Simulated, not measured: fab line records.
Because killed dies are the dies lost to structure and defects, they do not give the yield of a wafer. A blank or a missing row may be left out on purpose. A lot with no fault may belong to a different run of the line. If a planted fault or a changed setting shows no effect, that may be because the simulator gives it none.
Comparing a struck lot with a sound one    flow sky130    17 out of 708 route steps
Sound: the wafers L480.4, L480.5, L480.6. The struck wafers were L494.1, L494.2, L494.4. The cause is given at the end.
Order at every step that has rows: each side's tool, ch and its chambers, its first start. Under that, the readings that differ: sound wafers    struck wafers    difference of the means    sigmas: that difference in standard deviations of wafers without a fault.
alike: words and numbers the same on both sides, and readings whose means are apart by under 2 such deviations; not compared: readings that were withheld, readings missing a value for some wafer, numbers with overlapping values and no deviation given by the record, and bounds like >300 which may hide the same value.
A row with sigmas, a row that says differs or no value, or rows on one side alone: a step with any of these is where the two part. Non-overlapping numbers with no deviation appear without sigmas and do not part them. Lack of a reading on every wafer of one side parts them only where that side has two or more wafers.

SKY_VT_ADJUST_LVTN_OVL_MEAS_07:
  sound: overlay-01 at day 7 16:02; struck: overlay-01 at day 11 17:12
  alike: VT_ADJUST_LVTN_OVL
then, 1 step without rows for these wafers: SKY_VT_ADJUST_LVTN_IMPLANT_08.
SKY_VT_ADJUST_LVTN_STRIP_09: strips in O2/N2.
  sound on plasma_asher-03 ch 0,1, day 7 16:14; struck on plasma_asher-02 ch 0,1, day 11 17:23
  alike: drypump_motor_current_A, oes_product_au, strip_time_to_endpoint_s
  not compared: rf_hours_counter_h
SKY_VT_ADJUST_LVTN_TW_MEAS_10:
  sound: film_metro-02 at day 7 16:20; struck: film_metro-02 at day 11 17:29
  alike: VT_ADJUST_LVTN_TW
then, 7 steps without rows for these wafers: SKY_VT_ADJUST_LVTN_DEHYDRATE_11 (time 60 s); SKY_VT_ADJUST_LVTN_HMDS_12 (prime time 60 s); SKY_VT_ADJUST_LVTN_COAT_13 (resist thk 1140 nm); SKY_VT_ADJUST_LVTN_SOFTBAKE_14 (time 60 s); SKY_VT_ADJUST_LVTN_EXPOSE_15 (exposes mask HVN STD DERIVED, target cd 600 nm); SKY_VT_ADJUST_LVTN_PEB_16; SKY_VT_ADJUST_LVTN_DEVELOP_17 (develop time 60 s).
SKY_VT_ADJUST_LVTN_OVL_MEAS_18:
  sound: overlay-02 at day 8 11:51; struck: overlay-01 at day 12 18:18
reading                     sound        struck          difference  sigmas
VT_ADJUST_LVTN_01_OVL (nm)  2.4 1.7 1.6  -1.9 -2.5 -0.5  -3.5        -3
SKY_VT_ADJUST_LVTN_IMPLANT_19:
  sound on implanter-04 ch 0, day 8 11:56; struck on implanter-03 ch 0, day 12 18:20
reading             sound                          struck                       difference  sigmas
dose_ions_cm2       6.485e+11 6.498e+11 6.497e+11  1.8e+11 1.797e+11 1.792e+11  -4.7e+11    -99 or more
faraday_current_uA  3.58 3.71 3.65                 1.01 1.06 0.99               -2.63       -36
SKY_VT_ADJUST_LVTN_STRIP_20: strips in O2/N2.
  sound on plasma_asher-04 ch 0,1, day 8 12:03; struck on plasma_asher-03 ch 0,1, day 12 18:29
  alike: drypump_motor_current_A, oes_product_au, strip_time_to_endpoint_s
  not compared: rf_hours_counter_h
SKY_VT_ADJUST_LVTN_TW_MEAS_21:
  sound: film_metro-03 at day 8 12:09; struck: film_metro-02 at day 12 18:35
reading              sound              struck             difference  sigmas
VT_ADJUST_LVTN_2_TW  186.9 187.4 186.3  132.8 132.6 132.7  -54.2       -45
then, 1 step without rows for these wafers: SKY_VT_ADJUST_NCORE_DEHYDRATE_00 (time 60 s).
-- here the record skips 38 days between the struck wafers' starts before and after, leaving off in module VT_ADJUST_NCORE and picking up in module PAD_OPEN (first step shown: number 708 of the route) --
SKY_PAD_OPEN_PROBE_99:
  sound: prober-02 at day 46 16:04; struck: prober-01 at day 50 07:49
reading                                     sound                struck                difference  sigmas
killed_at_contacts                          16 18 23             28 39 26              +12         +2
killed_dies                                 78 68 71             86 99 89              +19         +2
model.etest.res_pwell_under_gate.rs_ohm_sq  2282 2274 2284       2368 2375 2364        +89         
model.etest.nfet_g5v0d10v5.r_on_ohm_um      1860 1863 1868       1780 1835 1826        -50         
model.etest.tip_n_5v.rs_ohm_sq              1372 1365 1357       1332 1335 1339        -29         
model.etest.nfet_g5v0d10v5.drive_ua_um      616.7 617.6 613.5    640.9 634.4 635.1     +20.9       
model.etest.nfet_16v.drive_ua_um            228.4 227.9 223.9    239.1 234.6 232.8     +8.8        
model.etest.ring_5v.delay_ps                44.31 44.38 43.94    43.17 43.65 43.19     -0.87       
model.etest.nfet_g5v0d10v5.body_rise_v (V)  0.6578 0.6555 0.664  0.5913 0.6014 0.6022  -0.0608     
  alike: killed_at_M0_to_M3, killed_at_M4_up, killed_at_front_end, killed_at_other, killed_open, killed_short
  not compared: model.etest.pfet_16v.drive_ua_um

## WHERE THEY PART
Last at SKY_PAD_OPEN_PROBE_99 as far as this record goes, first at SKY_VT_ADJUST_LVTN_OVL_MEAS_18.

WHY: what the simulator had put in
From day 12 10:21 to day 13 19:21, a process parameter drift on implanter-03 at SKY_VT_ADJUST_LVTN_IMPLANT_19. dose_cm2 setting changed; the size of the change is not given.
